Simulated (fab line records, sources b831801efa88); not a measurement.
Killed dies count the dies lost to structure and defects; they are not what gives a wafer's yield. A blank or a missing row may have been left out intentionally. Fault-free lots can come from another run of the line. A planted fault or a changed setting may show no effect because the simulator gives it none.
Problem report, 8D (eight disciplines) form, completed by code || flow gf180mcu || the parts of the form that need people (team, actions taken, sign-off) are left out

== 1. THE ISSUE ==
Wafers without a fault read 0.4000 Pa, standard deviation 0.00081; chamberPressurePa at GF_M3_SPUTTER_04 reads a mean of 0.3572 Pa on 6 wafers belonging to 2 lots. That is -53 standard deviations from the usual mean.
The step: material TiN, target thk 50 nm, time 41.7 s.
The first sign was on wafer L838.1 at day 26 13:20, on pvdSputter-02. At this step, 36 wafers from 12 lots have a number in the record. By rule, "out" or "out of limits" means more than 4 standard deviations away from the usual mean. Any other wafer with a number is counted as sound.

== 2. WHAT THIS IS AND IS NOT ==
{"question": "which readings at this step", "is": "chamberPressurePa", "is not": "-"}
{"question": "which lots", "is": "L837, L838", "is not": "L820, L821, L822, L823, L825, L827, L828, L831, L841, L842"}
{"question": "which wafers of those lots", "is": "all that have a number", "is not": "-"}
{"question": "read on which tools", "is": "pvdSputter-02", "is not": "pvdSputter-03, pvdSputter-04"}
{"question": "when", "is": "from day 26 13:20", "is not": "up to then (24 sound wafers); but 6 sound wafers of L841, L842 came after"}

== 3. SUSPECTS, AND WHAT RULES EACH OUT ==
Counting: a tool at a process step up to the reading stays a suspect if it ran every lot that is out and no sound lot after the first of them.
- cmp-02 at GF_CONTACT_CMP_27 (polishes, stops on SiO2, t overpolish 15 s, target thk 0 nm): ruled out as a lasting fault. Sound lots L841 ran on it after its first lot that is out, L838 (day 22 17:06).
- pvdSputter-02 at GF_M3_SPUTTER_04 (material TiN, target thk 50 nm, time 41.7 s): kept. It processed each lot that is out, first L838 at day 26 13:20, and no sound lot thereafter; up to then, the last sound lot it processed was L831 at day 24 07:47. Its own chamberPressurePa readings are out on those wafers.
Remaining after the count: pvdSputter-02 at GF_M3_SPUTTER_04.

== 4. THE CAUSE (what the simulator had put in) ==
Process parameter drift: pvdSputter-02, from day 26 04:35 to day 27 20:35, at GF_M3_SPUTTER_04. From 0.4, the setting chamberPressurePa moved by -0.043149. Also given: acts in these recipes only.
This tool alone remained once counting was done.

== 5. THE CHAIN OF EFFECTS, in route order ==
Rows list readings where the struck wafers' mean (over those with a number) sits beyond 3 standard deviations from the usual. Only readings whose record carries a usual standard deviation are examined. hours: median over the lots of the time between each lot's start at the first step of this table that gives one and its start at this step. sigmas: the change, counted in usual standard deviations.
{"hours": 0, "step": "GF_M3_SPUTTER_04", "reading": "chamberPressurePa", "usual": "0.4000 Pa", "on struck wafers": 0.3572, "change": -0.0428, "sigmas": -53}
Its process steps:
- GF_M3_SPUTTER_04: material TiN, target thk 50 nm, time 41.7 s.

== 6. HOW IT WOULD HAVE BEEN CAUGHT EARLIER ==
The fault began at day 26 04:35; the first out-of-limits reading in this record came at day 26 13:20, 9 hours later.
